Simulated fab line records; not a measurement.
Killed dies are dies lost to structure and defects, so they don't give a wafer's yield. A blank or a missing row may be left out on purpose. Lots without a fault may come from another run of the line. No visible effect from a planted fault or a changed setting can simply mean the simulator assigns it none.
Check of tool commonality :: flow sky130 :: 13 lots and 38 wafers in the sample

== REASON FOR OPENING ==
2 of 13 lots carry a flag on the reading VIA2_HDPCVD_THK at SKY_VIA2_THK_MEAS_01. No-fault wafers: 1170 nm, standard deviation 14.
Rule: flag the lot when none of its wafers has a number, or when each of its wafers that has one lies beyond 4 standard deviations from that mean. The rest of the lots are taken to be sound.

lot: L936
measured: day 35 08:16
on: film-metro-01
VIA2_HDPCVD_THK (nm), wafer by wafer: 1183 1170 1194
flag: 

lot: L938
measured: day 35 15:35
on: film-metro-01
VIA2_HDPCVD_THK (nm), wafer by wafer: 1167 1163 1162
flag: 

lot: L940
measured: day 35 17:45
on: film-metro-04
VIA2_HDPCVD_THK (nm), wafer by wafer: 1176 1150 1168
flag: 

lot: L941
measured: day 36 09:20
on: film-metro-04
VIA2_HDPCVD_THK (nm), wafer by wafer: 1157 1176 1182
flag: 

lot: L942
measured: day 36 17:44
on: film-metro-04
VIA2_HDPCVD_THK (nm), wafer by wafer: 1179 1185 1166
flag: 

lot: L946
measured: day 38 00:34
on: film-metro-04
VIA2_HDPCVD_THK (nm), wafer by wafer: 1385 1391
flag: FLAGGED

lot: L948
measured: day 38 13:28
on: film-metro-03
VIA2_HDPCVD_THK (nm), wafer by wafer: 1390 1378 1401
flag: FLAGGED

lot: L952
measured: day 40 00:23
on: film-metro-04
VIA2_HDPCVD_THK (nm), wafer by wafer: 1177 1183 1185
flag: 

lot: L955
measured: day 40 19:23
on: film-metro-01
VIA2_HDPCVD_THK (nm), wafer by wafer: 1199 1185 1184
flag: 

lot: L956
measured: day 40 21:58
on: film-metro-04
VIA2_HDPCVD_THK (nm), wafer by wafer: 1175 1179 1190
flag: 

lot: L957
measured: day 41 07:52
on: film-metro-03
VIA2_HDPCVD_THK (nm), wafer by wafer: 1168 1165 1184
flag: 

lot: L958
measured: day 41 14:35
on: film-metro-04
VIA2_HDPCVD_THK (nm), wafer by wafer: 1159 1168 1165
flag: 

lot: L959
measured: day 42 05:56
on: film-metro-04
VIA2_HDPCVD_THK (nm), wafer by wafer: 1171 1179 1159
flag: 
Average over the flagged lots: 1389 nm; offset from the usual +219 nm, equal to +16 standard deviations.

== EACH LOT AND THE TOOL IT RAN ON ==
The record holds 1 process step before the reading, out of a route of 708 steps. In each cell: the tool, then ch and the chambers that the sampled wafers went through, then the start.
lot: L936
flag: 
SKY_VIA2_HDPCVD_00: hdpcvd-01 ch 0,1, day 35 08:08

lot: L938
flag: 
SKY_VIA2_HDPCVD_00: hdpcvd-01 ch 1,2, day 35 15:28

lot: L940
flag: 
SKY_VIA2_HDPCVD_00: hdpcvd-01 ch 0,1, day 35 17:38

lot: L941
flag: 
SKY_VIA2_HDPCVD_00: hdpcvd-02 ch 0,1,2, day 36 09:13

lot: L942
flag: 
SKY_VIA2_HDPCVD_00: hdpcvd-02 ch 0,2, day 36 17:37

lot: L946
flag: FLAGGED
SKY_VIA2_HDPCVD_00: hdpcvd-01 ch 0,2, day 38 00:28

lot: L948
flag: FLAGGED
SKY_VIA2_HDPCVD_00: hdpcvd-01 ch 0,1,2, day 38 13:20

lot: L952
flag: 
SKY_VIA2_HDPCVD_00: hdpcvd-02 ch 0,1,2, day 40 00:17

lot: L955
flag: 
SKY_VIA2_HDPCVD_00: hdpcvd-02 ch 0,1,2, day 40 19:15

lot: L956
flag: 
SKY_VIA2_HDPCVD_00: hdpcvd-02 ch 0,1,2, day 40 21:50

lot: L957
flag: 
SKY_VIA2_HDPCVD_00: hdpcvd-02 ch 1,2, day 41 07:44

lot: L958
flag: 
SKY_VIA2_HDPCVD_00: hdpcvd-01 ch 1,2, day 41 14:27

lot: L959
flag: 
SKY_VIA2_HDPCVD_00: hdpcvd-01 ch 0,2, day 42 05:47
What the steps here do:
- SKY_VIA2_HDPCVD_00: deposits SiO2, target thk 1180 nm, time 196.7 s.
- SKY_VIA2_THK_MEAS_01

== FLAGGED OVER TOTAL, TOOL BY TOOL (the gauges that took the reading come last) ==
step: SKY_VIA2_HDPCVD_00
tool: hdpcvd-01
lots run: 7
flagged: 2
share of the flagged lots: all
sound lots run after its first flagged lot: 2 (L958,L959)

step: SKY_VIA2_HDPCVD_00
tool: hdpcvd-02
lots run: 6
flagged: 0
share of the flagged lots: none
sound lots run after its first flagged lot: -

step: SKY_VIA2_THK_MEAS_01
tool: film-metro-01
lots run: 3
flagged: 0
share of the flagged lots: none
sound lots run after its first flagged lot: -

step: SKY_VIA2_THK_MEAS_01
tool: film-metro-03
lots run: 2
flagged: 1
share of the flagged lots: some
sound lots run after its first flagged lot: 1 (L957)

step: SKY_VIA2_THK_MEAS_01
tool: film-metro-04
lots run: 8
flagged: 1
share of the flagged lots: some
sound lots run after its first flagged lot: 4 (L952,L956,L958,L959)

== WHAT THE TABLE PERMITS ==
All flagged lots share 1 row of the table, namely hdpcvd-01 at SKY_VIA2_HDPCVD_00.
- hdpcvd-01 at SKY_VIA2_HDPCVD_00: 2 of its 7 lots flagged. Sound lots followed the first flagged one (L958, L959) on it, something a lasting fault affecting the whole tool could not allow. Its own readings (sih4-flow-sccm) fall more than 4 standard deviations out on all wafers of the flagged lots.
There is no row in the table that ran each flagged lot and no sound lot after the first.

== WHAT WAS PUT IN BY THE SIMULATOR ==
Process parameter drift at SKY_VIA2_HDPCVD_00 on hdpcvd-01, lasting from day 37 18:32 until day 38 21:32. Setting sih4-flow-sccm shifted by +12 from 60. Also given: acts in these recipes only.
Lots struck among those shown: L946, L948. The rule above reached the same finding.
